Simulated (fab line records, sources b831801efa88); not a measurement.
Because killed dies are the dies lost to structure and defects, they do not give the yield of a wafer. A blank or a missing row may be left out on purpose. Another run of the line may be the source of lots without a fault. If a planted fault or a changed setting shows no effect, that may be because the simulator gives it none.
Chamber matching || flow gf180mcu || GF_MIM_CVD_05 on pecvd-01: 3 sister chambers
The step deposits Si3N4, target thk 42 nm, time 29.086 s. 14 wafers are shown with their chamber, then 7 later ones without.

WAFERS WITH THEIR CHAMBER
{"wafer": "L078.3", "chamber": 2, "heater power w (W)": 903}
{"wafer": "L078.4", "chamber": 1, "heater power w (W)": 799}
{"wafer": "L078.6", "chamber": 2, "heater power w (W)": 903}
{"wafer": "L080.3", "chamber": 1, "heater power w (W)": 698}
{"wafer": "L080.4", "chamber": 0, "heater power w (W)": 479}
{"wafer": "L080.6", "chamber": 2, "heater power w (W)": 921}
{"wafer": "L082.1", "chamber": 1, "heater power w (W)": 714}
{"wafer": "L082.4", "chamber": 2, "heater power w (W)": 877}
{"wafer": "L082.6", "chamber": 0, "heater power w (W)": 492}
{"wafer": "L083.3", "chamber": 1, "heater power w (W)": 778}
{"wafer": "L083.4", "chamber": 2, "heater power w (W)": 766}
{"wafer": "L083.5", "chamber": 1, "heater power w (W)": 791}
{"wafer": "L089.2", "chamber": 1, "heater power w (W)": 788}
{"wafer": "L089.3", "chamber": 2, "heater power w (W)": 807}

SIGNATURES (averages over the wafers above)
{"reading": "heater power w", "chamber 0": 485.50, "chamber 1": 761.33, "chamber 2": 862.83, "scatter within a chamber": 51.3}
Rule: for each reading, subtract the chamber's mean from the wafer's reading, divide by that reading's scatter and square the result; add these up over the readings and take the root, which gives the wafer's distance from the chamber. The wafer belongs to the nearest chamber; if the next one is less than 2 further off, it can't be placed. The scatter is the square root of a quotient: the sum, over the shown wafers, of each reading's squared deviation from its chamber's mean, divided by wafers minus chambers.

WAFERS WITH NO CHAMBER GIVEN
{"wafer": "L089.5", "heater power w (W)": 800}
{"wafer": "L093.1", "heater power w (W)": 518}
{"wafer": "L093.3", "heater power w (W)": 777}
{"wafer": "L093.4", "heater power w (W)": 800}
{"wafer": "L095.1", "heater power w (W)": 831}
{"wafer": "L095.2", "heater power w (W)": 548}
{"wafer": "L095.3", "heater power w (W)": 746}

CHAMBER TAKEN BY EACH
{"wafer": "L089.5", "from the rows above": "can't be placed: 1 or 2", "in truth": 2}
{"wafer": "L093.1", "from the rows above": 0, "in truth": 0}
{"wafer": "L093.3", "from the rows above": "can't be placed: 1 or 2", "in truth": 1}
{"wafer": "L093.4", "from the rows above": "can't be placed: 1 or 2", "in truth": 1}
{"wafer": "L095.1", "from the rows above": "can't be placed: 2 or 1", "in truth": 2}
{"wafer": "L095.2", "from the rows above": 0, "in truth": 0}
{"wafer": "L095.3", "from the rows above": "can't be placed: 1 or 2", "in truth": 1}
Correct placement for 2 of the 7. Cannot be placed on the basis of these rows: 5; the candidates contain the true chamber in 5. Placed wrongly: 0.
